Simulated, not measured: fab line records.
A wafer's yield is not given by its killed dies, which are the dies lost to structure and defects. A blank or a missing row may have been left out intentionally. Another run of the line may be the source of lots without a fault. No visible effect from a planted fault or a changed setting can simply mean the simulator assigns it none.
fab line records	flow sky130
[record] lots = 24	wafers = 72	last-day = 50
route steps=708 shown DNWELL@44 LI_CONTACT@378 CONTACT@431 METAL1@439 VIA1@471 METAL2@500
lots that met no fault: taken from a fault-free run of the same line
start-h: the number of hours between the record's first day and the start of the first shown wafer of the lot	wait-h: hours from the lot's prior step to this one	" the same as in the row above	L1.1+2: a row that stands for several wafers	- either no value or no given start	* or withheld: withheld	< > ~ a bound
route shown NAME@n: NAME is a module with steps in the file, n the number in the route of the first one	usual: mean and standard deviation over wafers with no fault	same: alike in all rows	chamber/n: place in a boat	sites: per-site readings	_std_site: how widely they spread, as a standard deviation	_edge_site: inner sites' mean taken away from outer sites' mean	radius-mm: how far each site lies from the wafer's centre	mask NAME#n: copy n	behind: the most recent tool/chamber to have shaped the wafer	hold: cause of the lot's hold/its duration in hours/its outcome	device: the transistor (n, p or np) that didn't switch	end of line: the route-end tests of the same wafers	where a step has no rows: the recipe by itself	killed: the dies lost at the first sort to structure and to defects; this is not the yield of the wafer	map: a wafer's dies, marking killed ones x, the rest . and places with no die _
set.NAME: the setting as run; set.NAME@STEP: as run at that earlier step	model.NAME: the simulator's own value behind a step, which no gauge read
one table for each step of the route and one row for each wafer, over a sample of lots
services: from which hour (start-h, from the record's first day; less than 0 if before it) a tool's chamber was out of use, for how many hours, and why
[[steps]]
[step SKY_DNWELL_TW_MEAS_09]
[usual] DNWELL_TW = 1121/7.2
lot.wafer	tool	chamber	start-h	wait-h	DNWELL_TW
L075.1	film-metro-04	-	55.55	0.1	1127
L075.2	"	-	"	"	1121
L075.6	"	-	"	"	1132
L074.1	film-metro-02	-	55.86	0.1	1117
L074.3	"	-	"	"	1112
L074.5	"	-	"	"	1108
L076.2	film-metro-02	-	68.31	0.1	1114
L076.5	"	-	"	"	1113
L076.6	"	-	"	"	1112
L077.1	film-metro-04	-	69.73	0.2	1118
L077.4	"	-	"	"	1124
L077.5	"	-	"	"	1120
L078.1	film-metro-02	-	77.91	0.1	1115
L078.2	"	-	"	"	1120
L078.3	"	-	"	"	1115
L079.2	film-metro-02	-	80.97	0.1	1112
L079.5	"	-	"	"	1114
L079.6	"	-	"	"	1108
L080.2	film-metro-04	-	84.66	0.1	1127
L080.3	"	-	"	"	1131
L080.5	"	-	"	"	1129
L081.1	film-metro-02	-	87.05	0.1	1109
L081.2	"	-	"	"	1112
L081.4	"	-	"	"	1111
L082.2	film-metro-01	-	92.52	0.1	1121
L082.3	"	-	"	"	1123
L082.5	"	-	"	"	1119
L083.1	film-metro-01	-	101.65	0.1	1114
L083.2	"	-	"	"	1121
L083.4	"	-	"	"	1118
L084.3	film-metro-02	-	109.33	0.1	1120
L084.5	"	-	"	"	1114
L084.6	"	-	"	"	1117
L085.1	film-metro-02	-	113.76	0.1	1120
L085.2	"	-	"	"	1123
L085.3	"	-	"	"	1124
L086.3	film-metro-02	-	118.92	0.1	1111
L086.5	"	-	"	"	1113
L086.6	"	-	"	"	1118
L087.2	film-metro-04	-	125.07	0.1	1133
L087.3	"	-	"	"	1135
L087.5	"	-	"	"	1137
L088.2	film-metro-02	-	127.35	0.1	1116
L088.3	"	-	"	"	1114
L088.6	"	-	"	"	1120
L089.2	film-metro-01	-	134.12	0.1	1121
L089.4	"	-	"	"	1116
L089.5	"	-	"	"	1121
L090.2	film-metro-01	-	140.25	0.1	1123
L090.3	"	-	"	"	1112
L090.5	"	-	"	"	1118
L091.1	film-metro-01	-	144.06	0.1	1115
L091.2	"	-	"	"	1127
L091.4	"	-	"	"	1129
L092.1	film-metro-01	-	149.10	0.1	1128
L092.3	"	-	"	"	1128
L092.5	"	-	"	"	1127
L093.3	film-metro-04	-	152.78	0.1	1126
L093.4	"	-	"	"	1135
L093.5	"	-	"	"	1136
L094.1	film-metro-02	-	164.15	0.1	1119
L094.2	"	-	"	"	1116
L094.5	"	-	"	"	1117
L095.1	film-metro-01	-	175.20	0.1	1129
L095.2	"	-	"	"	1123
L095.3	"	-	"	"	1121
L097.2	film-metro-04	-	186.27	0.1	1127
L097.3	"	-	"	"	1123
L097.6	"	-	"	"	1131
L096.3	film-metro-01	-	186.62	0.1	1124
L096.5	"	-	"	"	1126
L096.6	"	-	"	"	1121
[step SKY_LI_CONTACT_STRIP_16]
[recipe] chemistry = O2/N2	power-w = 1400	pressure-mtorr = 1500	platen-temp-c = withheld	o2-flow-sccm = 3000	n2-flow-sccm = 300	overash-fraction = 0.5
[usual] drypump-motor-current-A = 5.82/0.12	oes-product-au = 0.376/0.0048	strip-time-to-endpoint-s = 3.50/0.042
[same] overash-fraction = 0.5
lot.wafer	tool	chamber	start-h	wait-h	drypump-motor-current-A	oes-product-au	rf-hours-counter-h	strip-time-to-endpoint-s
L075.1	plasma-asher-02	0	674.28	-	5.68	0.379	99	3.59
L075.2	"	1	"	"	5.90	0.379	99	3.50
L075.6	"	1	"	"	5.90	0.378	-	3.53
L074.1	plasma-asher-02	0	675.58	-	5.69	0.377	99	3.50
L074.3	"	0	"	"	5.67	0.381	-	3.49
L074.5	"	1	"	"	5.89	0.378	-	3.56
L076.2	plasma-asher-04	0	687.43	-	5.94	0.378	56	3.50
L076.5	"	0	"	"	5.93	0.379	-	3.49
L076.6	"	1	"	"	5.91	0.377	-	3.53
L077.1	plasma-asher-02	1	692.58	-	5.88	0.380	102	3.48
L077.4	"	0	"	"	5.69	0.385	-	3.54
L077.5	"	0	"	"	5.67	0.377	-	3.54
L078.1	plasma-asher-04	0	707.51	-	5.91	0.376	58	3.51
L078.2	"	1	"	"	5.90	0.369	58	3.44
L078.3	"	1	"	"	5.94	0.384	-	3.46
L079.2	plasma-asher-04	0	715.28	-	5.90	0.375	59	3.51
L079.5	"	0	"	"	5.91	0.380	-	3.58
L079.6	"	1	"	"	5.89	0.376	-	3.53
L080.2	plasma-asher-02	0	719.48	-	5.71	0.380	104	3.47
L080.3	"	0	"	"	5.68	0.373	-	3.51
L080.5	"	1	"	"	5.89	0.378	-	3.53
L081.1	plasma-asher-02	0	730.71	-	5.67	0.375	105	3.54
L081.2	"	1	"	"	5.89	0.370	105	3.49
L081.4	"	0	"	"	5.69	0.377	-	3.52
L082.2	plasma-asher-04	0	734.11	-	5.93	0.376	60	3.49
L082.3	"	1	"	"	5.90	0.373	-	3.49
L082.5	"	1	"	"	5.91	0.379	-	3.45
L083.1	plasma-asher-01	1	744.83	-	5.72	0.375	28	3.47
L083.2	"	0	"	"	5.66	0.364	28	3.45
L083.4	"	1	"	"	5.71	0.376	-	3.45
L084.3	plasma-asher-01	1	757.31	-	5.74	0.372	-	3.47
L084.5	"	1	"	"	5.74	0.370	-	3.46
L084.6	"	0	"	"	5.61	0.377	-	3.49
L085.1	plasma-asher-04	0	764.06	-	5.91	0.378	64	3.52
L085.2	"	1	"	"	5.92	0.374	64	3.53
L085.3	"	1	"	"	5.90	0.375	-	3.42
L086.3	plasma-asher-02	0	766.74	-	5.70	0.376	-	3.47
L086.5	"	1	"	"	5.89	0.379	-	3.50
L086.6	"	0	"	"	5.68	0.381	-	3.46
L087.2	plasma-asher-01	0	778.13	-	5.64	0.382	32	3.43
L087.3	"	0	"	"	5.59	0.381	-	3.51
L087.5	"	1	"	"	5.75	0.379	-	3.46
L088.2	plasma-asher-02	1	784.93	-	5.86	0.384	4	3.53
L088.3	"	1	"	"	5.89	0.374	-	3.54
L088.6	"	1	"	"	5.88	0.378	-	3.53
L089.2	plasma-asher-02	0	785.88	-	5.69	0.374	4	3.49
L089.4	"	0	"	"	5.71	0.378	-	3.51
L089.5	"	1	"	"	5.89	0.372	-	3.50
L090.2	plasma-asher-02	0	797.31	-	5.70	0.380	5	3.56
L090.3	"	0	"	"	5.69	0.372	-	3.50
L090.5	"	1	"	"	5.91	0.379	-	3.57
L091.1	plasma-asher-04	0	803.71	-	5.92	0.373	67	3.44
L091.2	"	1	"	"	5.94	0.381	67	3.54
L091.4	"	0	"	"	5.91	0.379	-	3.48
L092.1	plasma-asher-01	0	807.43	-	5.63	0.380	34	3.47
L092.3	"	0	"	"	5.61	0.376	-	3.51
L092.5	"	0	"	"	5.62	0.379	-	3.47
L093.3	plasma-asher-04	0	811.44	-	5.94	0.370	-	3.42
L093.4	"	1	"	"	5.96	0.378	-	3.42
L093.5	"	0	"	"	5.94	0.383	-	3.51
L094.1	plasma-asher-04	0	834.88	-	5.94	0.376	70	3.56
L094.2	"	1	"	"	5.94	0.378	70	3.51
L094.5	"	1	"	"	5.94	0.375	-	3.52
L095.1	plasma-asher-02	1	846.03	-	5.86	0.384	10	3.59
L095.2	"	0	"	"	5.71	0.375	10	3.60
L095.3	"	0	"	"	5.70	0.372	-	3.50
L097.2	plasma-asher-01	1	853.88	-	5.76	0.377	39	3.51
L097.3	"	1	"	"	5.74	0.382	-	3.47
L097.6	"	1	"	"	5.74	0.379	-	3.50
L096.3	plasma-asher-04	0	863.11	-	5.90	0.358	-	3.40
L096.5	"	0	"	"	5.93	0.375	-	3.50
L096.6	"	1	"	"	5.91	0.372	-	3.43
[step SKY_CONTACT_RS_MEAS_25]
[recipe] thk-meas-gauge = four-point-probe	reads = W_of_CONTACT_CVD_24+TiN_of_CONTACT_SPUTTER_23
[usual] CONTACT_W_RS = 0.337/0.0064
lot.wafer	tool	chamber	start-h	wait-h	CONTACT_W_RS[ohm/sq]
L075.1	film-metro-04	-	731.08	0.1	0.340
L075.2	"	-	"	"	0.341
L075.6	"	-	"	"	0.341
L074.1	film-metro-04	-	733.36	0.1	0.345
L074.3	"	-	"	"	0.346
L074.5	"	-	"	"	0.342
L076.2	film-metro-04	-	744.96	0.1	0.337
L076.5	"	-	"	"	0.326
L076.6	"	-	"	"	0.339
L077.1	film-metro-04	-	750.54	0.1	0.344
L077.4	"	-	"	"	0.340
L077.5	"	-	"	"	0.341
L078.1	film-metro-04	-	766.91	0.1	0.344
L078.2	"	-	"	"	0.339
L078.3	"	-	"	"	0.347
L079.2	film-metro-03	-	772.62	0.1	0.343
L079.5	"	-	"	"	0.339
L079.6	"	-	"	"	0.346
L080.2	film-metro-04	-	777.57	0.1	0.340
L080.3	"	-	"	"	0.346
L080.5	"	-	"	"	0.338
L081.1	film-metro-02	-	787.11	0.1	0.338
L081.2	"	-	"	"	0.340
L081.4	"	-	"	"	0.338
L082.2	film-metro-04	-	791.88	0.1	0.348
L082.3	"	-	"	"	0.341
L082.5	"	-	"	"	0.338
L083.1	film-metro-02	-	801.91	0.1	0.326
L083.2	"	-	"	"	0.338
L083.4	"	-	"	"	0.337
L084.3	film-metro-02	-	813.40	0.1	0.315
L084.5	"	-	"	"	0.319
L084.6	"	-	"	"	0.332
L085.1	film-metro-04	-	821.51	0.1	0.339
L085.2	"	-	"	"	0.336
L085.3	"	-	"	"	0.340
L086.3	film-metro-04	-	825.42	0.1	0.336
L086.5	"	-	"	"	0.338
L086.6	"	-	"	"	0.343
L087.2	film-metro-02	-	833.34	0.1	0.337
L087.3	"	-	"	"	0.333
L087.5	"	-	"	"	0.330
L088.2	film-metro-02	-	841.11	0.1	0.341
L088.3	"	-	"	"	0.345
L088.6	"	-	"	"	0.349
L089.2	film-metro-04	-	841.49	0.1	0.336
L089.4	"	-	"	"	0.336
L089.5	"	-	"	"	0.335
L090.2	film-metro-03	-	853.44	0.1	0.334
L090.3	"	-	"	"	0.340
L090.5	"	-	"	"	0.340
L091.1	film-metro-03	-	859.24	0.1	0.334
L091.2	"	-	"	"	0.344
L091.4	"	-	"	"	0.342
L092.1	film-metro-02	-	862.89	0.1	0.345
L092.3	"	-	"	"	0.341
L092.5	"	-	"	"	0.336
L093.3	film-metro-04	-	866.89	0.1	0.328
L093.4	"	-	"	"	0.334
L093.5	"	-	"	"	0.326
L094.1	film-metro-04	-	889.36	0.1	0.334
L094.2	"	-	"	"	0.338
L094.5	"	-	"	"	0.337
L095.1	film-metro-03	-	901.39	0.1	0.337
L095.2	"	-	"	"	0.330
L095.3	"	-	"	"	0.342
L097.2	film-metro-02	-	908.68	0.1	0.339
L097.3	"	-	"	"	0.327
L097.6	"	-	"	"	0.336
L096.3	film-metro-02	-	918.79	0.1	0.340
L096.5	"	-	"	"	0.340
L096.6	"	-	"	"	0.336
[step SKY_METAL1_RS_MEAS_05]
[recipe] thk-meas-gauge = four-point-probe	reads = TiN_of_METAL1_SPUTTER_04+Ti_of_METAL1_SPUTTER_03+AlCu_of_METAL1_SPUTTER_02+TiN_of_METAL1_SPUTTER_01+Ti_of_METAL1_SPUTTER_00
[usual] METAL1_ALCU_RS = 0.1263/0.0016
lot.wafer	tool	chamber	start-h	wait-h	METAL1_ALCU_RS[ohm/sq]
L075.1	film-metro-01	-	731.70	0.0	0.1268
L075.2	"	-	"	"	0.1272
L075.6	"	-	"	"	0.1261
L074.1	film-metro-01	-	734.09	0.0	0.1273
L074.3	"	-	"	"	0.1270
L074.5	"	-	"	"	0.1259
L076.2	film-metro-01	-	745.79	0.0	0.1272
L076.5	"	-	"	"	0.1272
L076.6	"	-	"	"	0.1278
L077.1	film-metro-04	-	751.16	0.0	0.1251
L077.4	"	-	"	"	0.1259
L077.5	"	-	"	"	0.1265
L078.1	film-metro-01	-	767.53	0.0	0.1268
L078.2	"	-	"	"	0.1262
L078.3	"	-	"	"	0.1267
L079.2	film-metro-04	-	773.24	0.0	0.1267
L079.5	"	-	"	"	0.1274
L079.6	"	-	"	"	0.1260
L080.2	film-metro-04	-	778.19	0.0	0.1252
L080.3	"	-	"	"	0.1254
L080.5	"	-	"	"	0.1259
L081.1	film-metro-01	-	787.73	0.0	0.1258
L081.2	"	-	"	"	0.1268
L081.4	"	-	"	"	0.1258
L082.2	film-metro-01	-	792.50	0.0	0.1282
L082.3	"	-	"	"	0.1265
L082.5	"	-	"	"	0.1268
L083.1	film-metro-02	-	802.53	0.0	0.1281
L083.2	"	-	"	"	0.1290
L083.4	"	-	"	"	0.1280
L084.3	film-metro-04	-	814.02	0.1	0.1239
L084.5	"	-	"	"	0.1245
L084.6	"	-	"	"	0.1245
L085.1	film-metro-02	-	822.13	0.0	0.1283
L085.2	"	-	"	"	0.1293
L085.3	"	-	"	"	0.1286
L086.3	film-metro-04	-	826.04	0.1	0.1252
L086.5	"	-	"	"	0.1262
L086.6	"	-	"	"	0.1281
L087.2	film-metro-02	-	833.96	0.0	0.1286
L087.3	"	-	"	"	0.1264
L087.5	"	-	"	"	0.1269
L088.2	film-metro-01	-	841.73	0.0	0.1271
L088.3	"	-	"	"	0.1270
L088.6	"	-	"	"	0.1262
L089.2	film-metro-02	-	842.11	0.0	0.1252
L089.4	"	-	"	"	0.1255
L089.5	"	-	"	"	0.1244
L090.2	film-metro-04	-	854.06	0.0	0.1243
L090.3	"	-	"	"	0.1243
L090.5	"	-	"	"	0.1246
L091.1	film-metro-04	-	859.86	0.0	0.1253
L091.2	"	-	"	"	0.1257
L091.4	"	-	"	"	0.1251
L092.1	film-metro-02	-	863.51	0.0	0.1254
L092.3	"	-	"	"	0.1278
L092.5	"	-	"	"	0.1261
L093.3	film-metro-02	-	867.51	0.1	0.1284
L093.4	"	-	"	"	0.1284
L093.5	"	-	"	"	0.1282
L094.1	film-metro-04	-	889.98	0.0	0.1242
L094.2	"	-	"	"	0.1236
L094.5	"	-	"	"	0.1236
L095.1	film-metro-02	-	902.03	0.0	0.1247
L095.2	"	-	"	"	0.1259
L095.3	"	-	"	"	0.1237
L097.2	film-metro-02	-	909.30	0.0	0.1270
L097.3	"	-	"	"	0.1276
L097.6	"	-	"	"	0.1267
L096.3	film-metro-01	-	919.41	0.1	0.1244
L096.5	"	-	"	"	0.1242
L096.6	"	-	"	"	0.1248
[step SKY_VIA1_OVL_MEAS_13]
[usual] VIA1_OVL = 0/4.8
lot.wafer	tool	chamber	start-h	wait-h	VIA1_OVL[nm]
L075.1	overlay-02	-	785.74	0.1	-5
L075.2	"	-	"	"	-2
L075.6	"	-	"	"	-2
L074.1	overlay-02	-	789.57	0.1	0
L074.3	"	-	"	"	-6
L074.5	"	-	"	"	1
L076.2	overlay-02	-	799.90	0.1	1
L076.5	"	-	"	"	3
L076.6	"	-	"	"	4
L077.1	overlay-02	-	806.27	0.1	2
L077.4	"	-	"	"	0
L077.5	"	-	"	"	1
L078.1	overlay-02	-	822.52	0.1	-3
L078.2	"	-	"	"	3
L078.3	"	-	"	"	2
L079.2	overlay-02	-	826.93	0.1	-13
L079.5	"	-	"	"	-5
L079.6	"	-	"	"	-6
L080.2	overlay-01	-	832.07	0.1	3
L080.3	"	-	"	"	6
L080.5	"	-	"	"	3
L081.1	overlay-02	-	841.89	0.1	-1
L081.2	"	-	"	"	-2
L081.4	"	-	"	"	1
L082.2	overlay-02	-	846.09	0.1	2
L082.3	"	-	"	"	8
L082.5	"	-	"	"	6
L083.1	overlay-01	-	856.39	0.1	0
L083.2	"	-	"	"	1
L083.4	"	-	"	"	6
L084.3	overlay-02	-	867.18	0.1	5
L084.5	"	-	"	"	5
L084.6	"	-	"	"	1
L085.1	overlay-01	-	875.59	0.1	-2
L085.2	"	-	"	"	-1
L085.3	"	-	"	"	1
L086.3	overlay-02	-	879.11	0.1	10
L086.5	"	-	"	"	11
L086.6	"	-	"	"	14
L087.2	overlay-01	-	887.05	0.1	4
L087.3	"	-	"	"	-3
L087.5	"	-	"	"	1
L088.2	overlay-01	-	895.17	0.1	3
L088.3	"	-	"	"	7
L088.6	"	-	"	"	-1
L089.2	overlay-01	-	895.45	0.1	1
L089.4	"	-	"	"	9
L089.5	"	-	"	"	4
L090.2	overlay-02	-	907.02	0.1	-1
L090.3	"	-	"	"	3
L090.5	"	-	"	"	7
L091.1	overlay-01	-	912.97	0.1	-8
L091.2	"	-	"	"	-6
L091.4	"	-	"	"	-2
L092.1	overlay-01	-	914.79	0.1	0
L092.3	"	-	"	"	3
L092.5	"	-	"	"	1
L093.3	overlay-02	-	919.88	0.1	-2
L093.4	"	-	"	"	-1
L093.5	"	-	"	"	-3
L094.1	overlay-02	-	941.70	0.1	-8
L094.2	"	-	"	"	-3
L094.5	"	-	"	"	-7
L095.1	overlay-02	-	953.59	0.1	-7
L095.2	"	-	"	"	-6
L095.3	"	-	"	"	-8
L097.2	overlay-02	-	959.87	0.1	2
L097.3	"	-	"	"	-2
L097.6	"	-	"	"	2
L096.3	overlay-01	-	969.66	0.1	4
L096.5	"	-	"	"	6
L096.6	"	-	"	"	4
[step SKY_METAL2_DESCUM_17]
[recipe] chemistry = O2	source-power-w = 150	bias-power-w = 0	pressure-mtorr = 10	temp-c = 40	time-s = 8
[usual] drypump-motor-current-A = 5.70/0.29	oes-product-au = 1.000/0.0069
lot.wafer	tool	chamber	start-h	wait-h	drypump-motor-current-A	oes-product-au	rf-hours-counter-h
L075.1	rie-metal-03	0	813.82	0.0	5.83	1.010	2
L075.2	"	1	"	"	5.84	0.999	10
L075.6	"	1	"	"	5.83	0.992	-
L074.1	rie-metal-01	0	817.58	0.0	5.48	0.994	5
L074.3	"	1	"	"	5.67	1.001	-
L074.5	"	1	"	"	5.67	0.992	-
L076.2	rie-metal-03	1	828.07	0.0	5.83	1.001	10
L076.5	"	1	"	"	5.84	1.001	-
L076.6	"	0	"	"	5.84	0.996	-
L077.1	rie-metal-01	1	833.58	0.0	5.65	0.989	10
L077.4	"	0	"	"	5.45	0.990	-
L077.5	"	1	"	"	5.67	0.993	-
L078.1	rie-metal-01	1	850.07	0.0	5.70	0.986	11
L078.2	"	0	"	"	5.47	1.004	6
L078.3	"	1	"	"	5.66	0.989	-
L079.2	rie-metal-01	1	854.11	0.0	5.66	1.003	11
L079.5	"	0	"	"	5.46	1.007	-
L079.6	"	1	"	"	5.67	1.005	-
L080.2	rie-metal-04	1	859.03	0.0	6.02	1.008	-
L080.3	"	1	"	"	6.03	1.008	-
L080.5	"	1	"	"	6.04	1.002	-
L081.1	rie-metal-04	1	869.33	0.0	6.03	1.000	9
L081.2	"	1	"	"	6.02	1.000	-
L081.4	"	1	"	"	6.01	0.996	-
L082.2	rie-metal-04	1	873.58	0.0	6.03	1.013	-
L082.3	"	1	"	"	6.02	1.002	-
L082.5	"	1	"	"	6.02	1.013	-
L083.1	rie-metal-03	1	883.98	0.0	5.81	1.002	13
L083.2	"	0	"	"	5.85	0.993	5
L083.4	"	1	"	"	5.80	1.006	-
L084.3	rie-metal-01	1	895.23	0.0	5.68	0.997	-
L084.5	"	1	"	"	5.68	0.994	-
L084.6	"	0	"	"	5.44	0.996	-
L085.1	rie-metal-04	1	903.31	0.0	6.02	1.019	11
L085.2	"	0	"	"	5.08	0.989	1
L085.3	"	0	"	"	5.10	1.006	-
L086.3	rie-metal-04	1	906.48	0.0	6.02	1.000	-
L086.5	"	0	"	"	5.08	0.991	-
L086.6	"	1	"	"	6.00	1.008	-
L087.2	rie-metal-01	1	914.37	0.0	5.66	0.989	14
L087.3	"	1	"	"	5.68	1.002	-
L087.5	"	1	"	"	5.64	1.005	-
L088.2	rie-metal-03	1	921.82	0.0	5.84	0.996	15
L088.3	"	0	"	"	5.83	1.000	-
L088.6	"	1	"	"	5.84	0.994	-
L089.2	rie-metal-04	0	922.68	0.0	5.07	0.995	2
L089.4	"	0	"	"	5.07	1.003	-
L089.5	"	0	"	"	5.08	0.995	-
L090.2	rie-metal-04	1	933.92	0.0	6.05	0.994	13
L090.3	"	1	"	"	6.04	0.998	-
L090.5	"	1	"	"	6.02	1.012	-
L091.1	rie-metal-03	1	939.31	0.0	5.80	1.000	16
L091.2	"	0	"	"	5.87	0.999	6
L091.4	"	1	"	"	5.82	0.998	-
L092.1	rie-metal-01	0	941.62	0.0	5.47	0.999	11
L092.3	"	0	"	"	5.48	1.008	-
L092.5	"	0	"	"	5.48	0.997	-
L093.3	rie-metal-01	0	946.47	0.0	5.46	0.994	-
L093.4	"	1	"	"	5.65	1.005	-
L093.5	"	0	"	"	5.45	1.002	-
L094.1	rie-metal-03	0	968.42	0.0	5.91	1.008	7
L094.2	"	1	"	"	5.83	1.002	17
L094.5	"	1	"	"	5.83	1.007	-
L095.1	rie-metal-01	0	979.92	0.0	5.46	1.001	13
L095.2	"	1	"	"	5.68	1.005	17
L095.3	"	0	"	"	5.46	1.005	-
L097.2	rie-metal-04	1	985.37	0.0	6.03	1.006	16
L097.3	"	1	"	"	6.02	1.010	-
L097.6	"	1	"	"	6.03	1.001	-
L096.3	rie-metal-03	0	995.24	0.0	5.90	0.993	-
L096.5	"	0	"	"	5.86	0.993	-
L096.6	"	1	"	"	5.85	0.991	-
[[services]]
tool	chamber	start-h	hours	kind
plasma-asher-04	-	673.12	2.3	repair
rie-metal-03	-	684.19	0.3	repair
plasma-asher-02	-	733.75	9.0	pm
plasma-asher-02	0	733.75	9.0	vent-cycle
plasma-asher-02	1	733.75	9.0	vent-cycle
plasma-asher-02	0	742.75	-	clean
rie-metal-04	0	769.73	8.5	repair
rie-metal-01	0	771.34	8.5	repair
plasma-asher-04	-	771.42	4.5	repair
plasma-asher-01	-	797.23	1.4	repair
rie-metal-04	0	808.55	17.4	repair
rie-metal-04	0	856.61	30.4	repair
plasma-asher-01	-	868.92	4.0	repair
rie-metal-04	-	870.28	2.8	pm
plasma-asher-01	-	873.64	1.2	repair
plasma-asher-02	-	882.94	11.7	repair
rie-metal-03	0	890.16	8.6	repair
plasma-asher-02	-	892.36	1.6	repair
plasma-asher-01	-	901.61	2.8	pm
plasma-asher-04	-	908.12	2.8	pm
rie-metal-04	1	909.61	2.4	repair
rie-metal-03	-	950.52	5.0	repair
plasma-asher-01	-	959.48	1.9	repair
rie-metal-01	1	981.71	21.0	repair
[[key]]
fault none
